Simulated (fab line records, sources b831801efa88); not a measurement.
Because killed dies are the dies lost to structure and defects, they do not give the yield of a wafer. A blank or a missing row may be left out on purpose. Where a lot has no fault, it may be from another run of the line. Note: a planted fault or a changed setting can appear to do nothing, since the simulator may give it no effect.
8D (eight disciplines) problem report, filled in by code -- flow sfqLine -- the parts of the form that need people (team, actions taken, sign-off) are left out

== 1. THE ISSUE ==
Mean of runLengthS at SFQ_TRILAYER_I1_DEP_PECVD_045: 144.5 s across 3 wafers in 2 lots; on wafers with no fault it is 139.4 s (standard deviation 0.56). Relative to the usual mean, that is a shift of +9.2 standard deviations.
The step: deposits SiO2 from SiH4/N2O, time 111.11 s, target thk 500 nm.
Earliest sighting: wafer L620.2 on pecvd-04 at day 20 13:41. Wafers with a number at this step in the record: 18, from 6 lots. Rule for "out" (also "out of limits"): further than 4 standard deviations from the usual mean. The rest of the wafers with a number are treated as sound.

== 2. WHAT IT IS AND WHAT IT IS NOT ==
question,is,is not
which readings at this step,runLengthS,"heaterPowerW, throttleValvePct"
which lots,"L620, L621","L602, L609, L623, L624"
which wafers of those lots,"L620.2, L620.3, L621.3","L620.4, L621.4, L621.6"
read on which tools,pecvd-04,"pecvd-01, pecvd-03"
when,from day 20 13:41,"up to then (7 sound wafers); but 8 sound wafers of L621, L623, L624 came after"

== 3. WHAT RULES OUT EACH SUSPECT ==
Counting: any tool at a process step up to the reading remains a suspect provided it ran every lot that is out. Sound lots after the first of them don't rule it out here, since some wafers of a struck lot are sound.
- pecvd-04 at SFQ_TRILAYER_I1_DEP_PECVD_045 (deposits SiO2 from SiH4/N2O, time 111.11 s, target thk 500 nm): kept. It ran every lot that is out, first L620 (day 20 13:41); its last sound lot up to then is L609 (day 19 03:31). On those wafers its own readings are out: runLengthS.
Remaining after the count: pecvd-04 at SFQ_TRILAYER_I1_DEP_PECVD_045.

== 4. THE CAUSE (what the simulator had put in) ==
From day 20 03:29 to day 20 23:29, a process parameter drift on pecvd-04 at SFQ_TRILAYER_I1_DEP_PECVD_045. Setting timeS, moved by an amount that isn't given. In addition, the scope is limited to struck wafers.
This tool alone remained once counting was done.

== 5. SEQUENCE OF EFFECTS, ordered by route ==
One row per reading whose mean, taken over the struck wafers that have a number, lies over 3 standard deviations from the usual. Readings are gone through only where the record gives a usual standard deviation; hours: the median, over the lots, of the time from a lot's start at the first step in this table giving one to that lot's start at this step; sigmas: the change measured in usual standard deviations.
hours,step,reading,usual,on struck wafers,change,sigmas
0,SFQ_TRILAYER_I1_DEP_PECVD_045,runLengthS,139.4 s,144.5,+5.1,+9.2
Here are the process steps it includes:
- SFQ_TRILAYER_I1_DEP_PECVD_045: deposits SiO2 from SiH4/N2O, time 111.11 s, target thk 500 nm.

== 6. HOW IT WOULD HAVE BEEN CAUGHT EARLIER ==
First out-of-limits reading in this record: day 20 13:41, which is 10 hours after fault onset at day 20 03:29.
